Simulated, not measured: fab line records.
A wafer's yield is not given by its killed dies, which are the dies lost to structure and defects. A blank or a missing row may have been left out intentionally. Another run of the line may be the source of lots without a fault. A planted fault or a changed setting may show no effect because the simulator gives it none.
Which of the tools did it? :: flow gf180mcu :: 12 lots with 35 wafers sampled at 6 steps, on a route of 602 steps

WHAT EACH GAUGE READ, for each wafer
GF_M1_CD_MEAS_14 targets a cd of 230 nm.
lot: L560
measured: day 17 07:16
on: cd sem-02
cd nm (nm): 231.2 230.5 229.2

lot: L563
measured: day 18 11:01
on: cd sem-02
cd nm (nm): 230.3 230.6 230.1

lot: L567
measured: day 20 03:32
on: cd sem-02
cd nm (nm): 229.5 229.0

lot: L568
measured: day 20 06:45
on: cd sem-02
cd nm (nm): 231.0 231.2 229.8

lot: L570
measured: day 20 21:33
on: cd sem-02
cd nm (nm): 227.9 229.1 228.6

lot: L572
measured: day 21 17:23
on: cd sem-02
cd nm (nm): 230.9 230.3 230.5

lot: L577
measured: day 23 07:15
on: cd sem-01
cd nm (nm): 232.1 231.7 232.6

lot: L578
measured: day 23 20:44
on: cd sem-01
cd nm (nm): 232.9 232.5 232.4

lot: L580
measured: day 24 03:59
on: cd sem-02
cd nm (nm): 232.5 230.7 232.0

lot: L581
measured: day 24 14:27
on: cd sem-02
cd nm (nm): 229.5 229.6 229.3

lot: L582
measured: day 25 00:46
on: cd sem-02
cd nm (nm): 232.7 232.0 231.2

lot: L583
measured: day 25 05:11
on: cd sem-02
cd nm (nm): 232.1 231.4 232.1

GF_M2_RS_MEAS_05: measurement is done with a four-point probe.
lot: L560
measured: day 18 10:20
on: film metro-02
M2_ALCU_RS (ohm/sq): 0.0700 0.0703 0.0704

lot: L563
measured: day 19 14:24
on: film metro-03
M2_ALCU_RS (ohm/sq): 0.0693 0.0703 0.0691

lot: L567
measured: day 21 07:17
on: film metro-02
M2_ALCU_RS (ohm/sq): 0.0704 0.0692

lot: L568
measured: day 21 09:35
on: film metro-03
M2_ALCU_RS (ohm/sq): 0.0604 0.0598 0.0598

lot: L570
measured: day 22 00:22
on: film metro-02
M2_ALCU_RS (ohm/sq): 0.0599 0.0606 0.0607

lot: L572
measured: day 22 19:56
on: film metro-04
M2_ALCU_RS (ohm/sq): 0.0598 0.0604 0.0605

lot: L577
measured: day 24 08:26
on: film metro-02
M2_ALCU_RS (ohm/sq): 0.0700 0.0716 0.0709

lot: L578
measured: day 24 22:08
on: film metro-04
M2_ALCU_RS (ohm/sq): 0.0704 0.0711 0.0698

lot: L580
measured: day 25 05:02
on: film metro-04
M2_ALCU_RS (ohm/sq): 0.0695 0.0690 0.0693

lot: L581
measured: day 25 15:02
on: film metro-04
M2_ALCU_RS (ohm/sq): 0.0717 0.0708 0.0698

lot: L582
measured: day 26 00:55
on: film metro-04
M2_ALCU_RS (ohm/sq): 0.0703 0.0698 0.0699

lot: L583
measured: day 26 05:14
on: film metro-02
M2_ALCU_RS (ohm/sq): 0.0709 0.0701 0.0706

GF_M2_THK_MEAS_06: measures by xrf.
lot: L560
measured: day 18 10:26
on: film metro-02
M2_ALCU_THK (nm): 442 443 443

lot: L563
measured: day 19 14:31
on: film metro-03
M2_ALCU_THK (nm): 458 448 462

lot: L567
measured: day 21 07:24
on: film metro-02
M2_ALCU_THK (nm): 442 450

lot: L568
measured: day 21 09:43
on: film metro-03
M2_ALCU_THK (nm): 524 529 532

lot: L570
measured: day 22 00:29
on: film metro-02
M2_ALCU_THK (nm): 519 514 513

lot: L572
measured: day 22 20:03
on: film metro-04
M2_ALCU_THK (nm): 524 521 521

lot: L577
measured: day 24 08:33
on: film metro-02
M2_ALCU_THK (nm): 447 435 439

lot: L578
measured: day 24 22:15
on: film metro-04
M2_ALCU_THK (nm): 444 440 448

lot: L580
measured: day 25 05:10
on: film metro-04
M2_ALCU_THK (nm): 450 453 450

lot: L581
measured: day 25 15:09
on: film metro-04
M2_ALCU_THK (nm): 437 438 448

lot: L582
measured: day 26 01:02
on: film metro-04
M2_ALCU_THK (nm): 442 446 447

lot: L583
measured: day 26 05:20
on: film metro-02
M2_ALCU_THK (nm): 441 446 445

WHICH TOOL RAN EACH LOT (tool, then ch and the chambers of the sampled wafers, then the start)
lot: L560
GF_CONTACT_CVD_24: cvd w-01 ch 0,1, day 16 07:28
GF_M1_SPUTTER_04: pvd sputter-03, day 16 08:28
GF_M2_SPUTTER_02: pvd sputter-02, day 18 10:13

lot: L563
GF_CONTACT_CVD_24: cvd w-02 ch 1, day 17 09:53
GF_M1_SPUTTER_04: pvd sputter-01, day 17 10:48
GF_M2_SPUTTER_02: pvd sputter-03, day 19 14:17

lot: L567
GF_CONTACT_CVD_24: cvd w-01 ch 0,1, day 19 02:29
GF_M1_SPUTTER_04: pvd sputter-01, day 19 03:16
GF_M2_SPUTTER_02: pvd sputter-01, day 21 07:11

lot: L568
GF_CONTACT_CVD_24: cvd w-02 ch 0,1, day 19 05:19
GF_M1_SPUTTER_04: pvd sputter-04, day 19 06:05
GF_M2_SPUTTER_02: pvd sputter-01, day 21 09:30

lot: L570
GF_CONTACT_CVD_24: cvd w-02 ch 0, day 19 20:32
GF_M1_SPUTTER_04: pvd sputter-04, day 19 21:17
GF_M2_SPUTTER_02: pvd sputter-01, day 22 00:17

lot: L572
GF_CONTACT_CVD_24: cvd w-02 ch 0,1, day 20 17:22
GF_M1_SPUTTER_04: pvd sputter-03, day 20 18:09
GF_M2_SPUTTER_02: pvd sputter-01, day 22 19:50

lot: L577
GF_CONTACT_CVD_24: cvd w-01 ch 0,1, day 22 07:34
GF_M1_SPUTTER_04: pvd sputter-04, day 22 08:20
GF_M2_SPUTTER_02: pvd sputter-02, day 24 08:20

lot: L578
GF_CONTACT_CVD_24: cvd w-01 ch 0,1, day 22 21:34
GF_M1_SPUTTER_04: pvd sputter-04, day 22 22:20
GF_M2_SPUTTER_02: pvd sputter-03, day 24 22:02

lot: L580
GF_CONTACT_CVD_24: cvd w-01 ch 1, day 23 04:55
GF_M1_SPUTTER_04: pvd sputter-04, day 23 05:41
GF_M2_SPUTTER_02: pvd sputter-01, day 25 04:55

lot: L581
GF_CONTACT_CVD_24: cvd w-02 ch 0,1, day 23 15:41
GF_M1_SPUTTER_04: pvd sputter-04, day 23 16:26
GF_M2_SPUTTER_02: pvd sputter-03, day 25 14:56

lot: L582
GF_CONTACT_CVD_24: cvd w-02 ch 0,1, day 24 01:43
GF_M1_SPUTTER_04: pvd sputter-03, day 24 02:28
GF_M2_SPUTTER_02: pvd sputter-01, day 26 00:49

lot: L583
GF_CONTACT_CVD_24: cvd w-01 ch 0,1, day 24 06:55
GF_M1_SPUTTER_04: pvd sputter-01, day 24 07:38
GF_M2_SPUTTER_02: pvd sputter-01, day 26 05:07
- GF_CONTACT_CVD_24: deposits W, target thk 300 nm, time 90.339 s.
- GF_M1_SPUTTER_04: material TiN, target thk 50 nm, time 41.7 s.
- GF_M2_SPUTTER_02: material AlCu, target thk 450 nm, time 23.9 s.

AS READ BY THE TOOLS THEMSELVES (means over the sampled wafers that have a number; for cases with no such wafer, the mark the record gives instead)
GF_CONTACT_CVD_24.
lot: L560
tool: cvd w-01
heater power w (W): 934

lot: L563
tool: cvd w-02
heater power w (W): 943

lot: L567
tool: cvd w-01
heater power w (W): 859

lot: L568
tool: cvd w-02
heater power w (W): 861

lot: L570
tool: cvd w-02
heater power w (W): 817

lot: L572
tool: cvd w-02
heater power w (W): 875

lot: L577
tool: cvd w-01
heater power w (W): 824

lot: L578
tool: cvd w-01
heater power w (W): 822

lot: L580
tool: cvd w-01
heater power w (W): 918

lot: L581
tool: cvd w-02
heater power w (W): 899

lot: L582
tool: cvd w-02
heater power w (W): 878

lot: L583
tool: cvd w-01
heater power w (W): 825

GF_M1_SPUTTER_04.
lot: L560
tool: pvd sputter-03
cathode dc power W (W): 6497.9
chamber pressure pa (Pa): 0.4005
throttle valve pct (%): 31.1

lot: L563
tool: pvd sputter-01
cathode dc power W (W): 6500.5
chamber pressure pa (Pa): 0.3992
throttle valve pct (%): 29.5

lot: L567
tool: pvd sputter-01
cathode dc power W (W): 6498.6
chamber pressure pa (Pa): 0.4002
throttle valve pct (%): 29.5

lot: L568
tool: pvd sputter-04
cathode dc power W (W): 6500.1
chamber pressure pa (Pa): 0.4001
throttle valve pct (%): 29.9

lot: L570
tool: pvd sputter-04
cathode dc power W (W): 6500.4
chamber pressure pa (Pa): 0.4002
throttle valve pct (%): 30.0

lot: L572
tool: pvd sputter-03
cathode dc power W (W): 6500.5
chamber pressure pa (Pa): 0.3994
throttle valve pct (%): 30.9

lot: L577
tool: pvd sputter-04
cathode dc power W (W): 6500.8
chamber pressure pa (Pa): 0.4005
throttle valve pct (%): 29.9

lot: L578
tool: pvd sputter-04
cathode dc power W (W): 6501.1
chamber pressure pa (Pa): 0.3997
throttle valve pct (%): 30.2

lot: L580
tool: pvd sputter-04
cathode dc power W (W): 6499.6
chamber pressure pa (Pa): 0.4000
throttle valve pct (%): 30.3

lot: L581
tool: pvd sputter-04
cathode dc power W (W): 6499.2
chamber pressure pa (Pa): 0.3998
throttle valve pct (%): 30.2

lot: L582
tool: pvd sputter-03
cathode dc power W (W): 6498.5
chamber pressure pa (Pa): 0.4005
throttle valve pct (%): 30.7

lot: L583
tool: pvd sputter-01
cathode dc power W (W): 6498.8
chamber pressure pa (Pa): 0.3997
throttle valve pct (%): 29.4

GF_M2_SPUTTER_02.
lot: L560
tool: pvd sputter-02
cathode dc power W (W): 10600
chamber pressure pa (Pa): 0.4124
throttle valve pct (%): 29.9

lot: L563
tool: pvd sputter-03
cathode dc power W (W): 10600
chamber pressure pa (Pa): 0.4130
throttle valve pct (%): 30.1

lot: L567
tool: pvd sputter-01
cathode dc power W (W): 10599
chamber pressure pa (Pa): 0.4119
throttle valve pct (%): 29.7

lot: L568
tool: pvd sputter-01
cathode dc power W (W): 12288
chamber pressure pa (Pa): 0.4127
throttle valve pct (%): 30.0

lot: L570
tool: pvd sputter-01
cathode dc power W (W): 12289
chamber pressure pa (Pa): 0.4127
throttle valve pct (%): 30.5

lot: L572
tool: pvd sputter-01
cathode dc power W (W): 12287
chamber pressure pa (Pa): 0.4126
throttle valve pct (%): 30.4

lot: L577
tool: pvd sputter-02
cathode dc power W (W): 10600
chamber pressure pa (Pa): 0.4133
throttle valve pct (%): 29.2

lot: L578
tool: pvd sputter-03
cathode dc power W (W): 10601
chamber pressure pa (Pa): 0.4133
throttle valve pct (%): 30.6

lot: L580
tool: pvd sputter-01
cathode dc power W (W): 10601
chamber pressure pa (Pa): 0.4141
throttle valve pct (%): 30.0

lot: L581
tool: pvd sputter-03
cathode dc power W (W): 10600
chamber pressure pa (Pa): 0.4131
throttle valve pct (%): 30.2

lot: L582
tool: pvd sputter-01
cathode dc power W (W): 10602
chamber pressure pa (Pa): 0.4132
throttle valve pct (%): 29.9

lot: L583
tool: pvd sputter-01
cathode dc power W (W): 10601
chamber pressure pa (Pa): 0.4127
throttle valve pct (%): 29.4

THE ANSWER, worked out from the rows above alone
Rule: usual is defined by the lots themselves. Put in order of their means at a reading, lots are off if they are a third of the lots or fewer, leave a main group of 4 or more, and stand apart from it by a gap of 3 or more times the standard deviation of the main group's means; of several such gaps the widest counts. The tables above print the reading to a certain number of digits; a main group whose means all agree to those digits is not used. Also off: a lot with no number at a reading for which 4 or more lots have one. All remaining lots with rows at the step are treated as sound. Order of review: gauges by route order, followed by the tools' own readings, for which a lot's mean as printed above is used. At the first step where some lot is off, the reading lying furthest off is the one used; lots without a number count as furthest.
Off: L568, L570, L572, at GF_M2_RS_MEAS_05 (M2_ALCU_RS). The main group has a mean of 0.0702 ohm/sq with a standard deviation of 0.00051.
A tool fits if, at a process step before that reading, it ran every lot that is off, and no sound lot after the first of them. Not tried: the gauges at GF_M2_RS_MEAS_05; whatever is off there is also off at GF_M2_SPUTTER_02, on other tools, and gauge error can't account for it. No candidate that was tried fits.

WHAT THE SIMULATOR PUT IN
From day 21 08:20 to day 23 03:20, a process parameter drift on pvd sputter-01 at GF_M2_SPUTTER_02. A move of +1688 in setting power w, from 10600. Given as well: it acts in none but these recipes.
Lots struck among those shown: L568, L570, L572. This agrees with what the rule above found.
